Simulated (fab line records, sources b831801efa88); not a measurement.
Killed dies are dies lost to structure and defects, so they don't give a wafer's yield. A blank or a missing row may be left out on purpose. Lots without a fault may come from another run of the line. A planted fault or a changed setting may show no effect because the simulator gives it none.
Which tool did it? | flow gf180mcu | 12 lots, 36 wafers sampled, at 4 steps of a route of 602

WHAT THE GAUGES READ, wafer by wafer
GF_V3_CD_MEAS_14: target cd 260 nm. Usual: cd_nm 260.2 nm, standard deviation 1.1.
lot  | measured     | on        | cd_nm (nm)        | flag
L159 | day 22 11:36 | cd_sem-01 | 258.6 258.7 258.9 |
L162 | day 23 21:42 | cd_sem-02 | 259.2 257.9 259.7 |
L168 | day 26 04:57 | cd_sem-01 | 262.7 261.3 261.2 |
L169 | day 26 12:18 | cd_sem-02 | 260.1 260.2 259.6 |
L170 | day 26 14:18 | cd_sem-01 | 260.5 259.3 258.8 |
L171 | day 26 20:37 | cd_sem-02 | 261.6 260.4 265.1 |
L172 | day 27 01:31 | cd_sem-01 | 265.5 260.1 260.9 |
L173 | day 27 11:47 | cd_sem-01 | 264.6 260.1 265.2 |
L179 | day 29 02:14 | cd_sem-02 | 260.4 260.6 260.7 |
L180 | day 29 11:16 | cd_sem-01 | 260.0 261.0 261.0 |
L181 | day 29 17:05 | cd_sem-02 | 259.3 259.9 260.5 |
L182 | day 29 19:23 | cd_sem-02 | 261.7 261.9 262.3 |

WHICH TOOL RAN EACH LOT (tool, then ch and the chambers of the sampled wafers, then the start)
lot  | GF_V2_STRIP_18                       | GF_V2_CVD_23                  | GF_V3_EXPOSE_11
L159 | plasma_asher-01 ch 0,1, day 20 08:25 | cvd_w-01 ch 0,1, day 20 09:02 | krf_scanner-02 ch 0, day 21 23:33
L162 | plasma_asher-03 ch 0,1, day 21 20:22 | cvd_w-01 ch 0,1, day 21 21:01 | krf_scanner-01 ch 0, day 23 10:22
L168 | plasma_asher-03 ch 0,1, day 24 06:23 | cvd_w-01 ch 0,1, day 24 07:05 | krf_scanner-01 ch 0, day 25 18:13
L169 | plasma_asher-03 ch 0,1, day 24 15:10 | cvd_w-01 ch 0,1, day 24 15:50 | krf_scanner-01 ch 0, day 26 01:35
L170 | plasma_asher-03 ch 0,1, day 24 17:36 | cvd_w-01 ch 0,1, day 24 18:16 | krf_scanner-01 ch 0, day 26 04:31
L171 | plasma_asher-03 ch 0,1, day 24 22:47 | cvd_w-02 ch 0,1, day 24 23:29 | krf_scanner-01 ch 0, day 26 10:42
L172 | plasma_asher-02 ch 0,1, day 25 04:58 | cvd_w-02 ch 0,1, day 25 05:36 | krf_scanner-01 ch 0, day 26 15:31
L173 | plasma_asher-03 ch 0,1, day 25 15:35 | cvd_w-01 ch 0, day 25 16:14   | krf_scanner-01 ch 0, day 27 02:08
L179 | plasma_asher-02 ch 1, day 27 08:56   | cvd_w-02 ch 0,1, day 27 09:37 | krf_scanner-02 ch 0, day 28 17:21
L180 | plasma_asher-03 ch 0,1, day 27 17:17 | cvd_w-02 ch 0,1, day 27 17:56 | krf_scanner-02 ch 0, day 29 01:59
L181 | plasma_asher-01 ch 0,1, day 27 23:32 | cvd_w-01 ch 0,1, day 28 00:10 | krf_scanner-02 ch 0, day 29 07:47
L182 | plasma_asher-03 ch 0, day 28 02:44   | cvd_w-01 ch 0,1, day 28 03:23 | krf_scanner-02 ch 0, day 29 10:02
- GF_V2_STRIP_18: strips in O2/N2.
- GF_V2_CVD_23: deposits W, target thk 350 nm, time 104.94 s.
- GF_V3_EXPOSE_11: exposes mask Via3, target cd 260 nm.

WHAT THE TOOLS THEMSELVES READ (means of the sampled wafers that have a number; where no wafer has one, the mark that the record gives instead)
GF_V2_STRIP_18. Usual: drypump_motor_current_A 5.7 A, standard deviation 0.36; heater_power_w 354 W, standard deviation 38; o2_flow_sccm 2998 sccm, standard deviation 9.1; oes_product_au 0.593 a.u., standard deviation 0.0049.
lot  | tool            | drypump_motor_current_A (A) | heater_power_w (W) | o2_flow_sccm (sccm) | oes_product_au (a.u.) | flag
L159 | plasma_asher-01 | 5.6                         | 304                | 2982                | 0.591                 |
L162 | plasma_asher-03 | 5.9                         | 336                | 2997                | 0.592                 |
L168 | plasma_asher-03 | 5.8                         | 356                | 2997                | 0.592                 |
L169 | plasma_asher-03 | 5.8                         | 360                | 2990                | 0.595                 |
L170 | plasma_asher-03 | 5.8                         | 343                | 2993                | 0.590                 |
L171 | plasma_asher-03 | 5.8                         | 355                | 3004                | 0.590                 |
L172 | plasma_asher-02 | 5.5                         | 387                | 3005                | 0.601                 |
L173 | plasma_asher-03 | 5.8                         | 353                | 3006                | 0.596                 |
L179 | plasma_asher-02 | 5.8                         | 398                | 2991                | 0.595                 |
L180 | plasma_asher-03 | 5.8                         | 357                | 3008                | 0.591                 |
L181 | plasma_asher-01 | 5.9                         | 345                | 2991                | 0.592                 |
L182 | plasma_asher-03 | 5.9                         | 319                | 2997                | 0.593                 |

GF_V2_CVD_23. Usual: chamber_pressure_Torr 40.00 Torr, standard deviation 0.092; heater_power_outer_w 507 W, standard deviation 75; heater_power_w 819 W, standard deviation 140.
lot  | tool     | chamber_pressure_Torr (Torr) | heater_power_outer_w (W) | heater_power_w (W) | flag
L159 | cvd_w-01 | 39.98                        | 446                      | 702                |
L162 | cvd_w-01 | 40.04                        | 448                      | 717                |
L168 | cvd_w-01 | 40.05                        | 452                      | 706                |
L169 | cvd_w-01 | 40.05                        | 480                      | 743                |
L170 | cvd_w-01 | 39.97                        | 450                      | 707                |
L171 | cvd_w-02 | 39.97                        | 537                      | 913                |
L172 | cvd_w-02 | 40.00                        | 577                      | 980                |
L173 | cvd_w-01 | 40.06                        | 420                      | 685                |
L179 | cvd_w-02 | 39.93                        | 550                      | 934                |
L180 | cvd_w-02 | 39.99                        | 551                      | 902                |
L181 | cvd_w-01 | 40.13                        | 478                      | 740                |
L182 | cvd_w-01 | 40.10                        | 479                      | 740                |

GF_V3_EXPOSE_11. Usual: stage_vel_mm_s 499.95 mm/s, standard deviation 0.24.
lot  | tool           | stage_vel_mm_s (mm/s) | flag
L159 | krf_scanner-02 | 499.97                |
L162 | krf_scanner-01 | 499.62                |
L168 | krf_scanner-01 | 499.79                |
L169 | krf_scanner-01 | 499.79                |
L170 | krf_scanner-01 | 500.00                |
L171 | krf_scanner-01 | 499.95                |
L172 | krf_scanner-01 | 499.68                |
L173 | krf_scanner-01 | 500.34                |
L179 | krf_scanner-02 | 500.23                |
L180 | krf_scanner-02 | 499.97                |
L181 | krf_scanner-02 | 499.95                |
L182 | krf_scanner-02 | 500.22                |

THE ANSWER, worked out from the rows above alone
Rule: a lot is off if the mean of its wafers that have a number lies more than 3 standard deviations from the usual mean. A lot without any number at a reading at which 4 lots or more have one is off too. The other lots that the step has rows for count as sound. The gauges are gone through in route order, then the tools' own readings, and for those a lot's mean is taken as printed above. The first step at which some lot is off is used, and at that step the reading that is off furthest; a lot without a number counts as furthest.
No lot is off at any reading shown: from this, nothing can be told.

WHAT THE SIMULATOR HAD PUT IN
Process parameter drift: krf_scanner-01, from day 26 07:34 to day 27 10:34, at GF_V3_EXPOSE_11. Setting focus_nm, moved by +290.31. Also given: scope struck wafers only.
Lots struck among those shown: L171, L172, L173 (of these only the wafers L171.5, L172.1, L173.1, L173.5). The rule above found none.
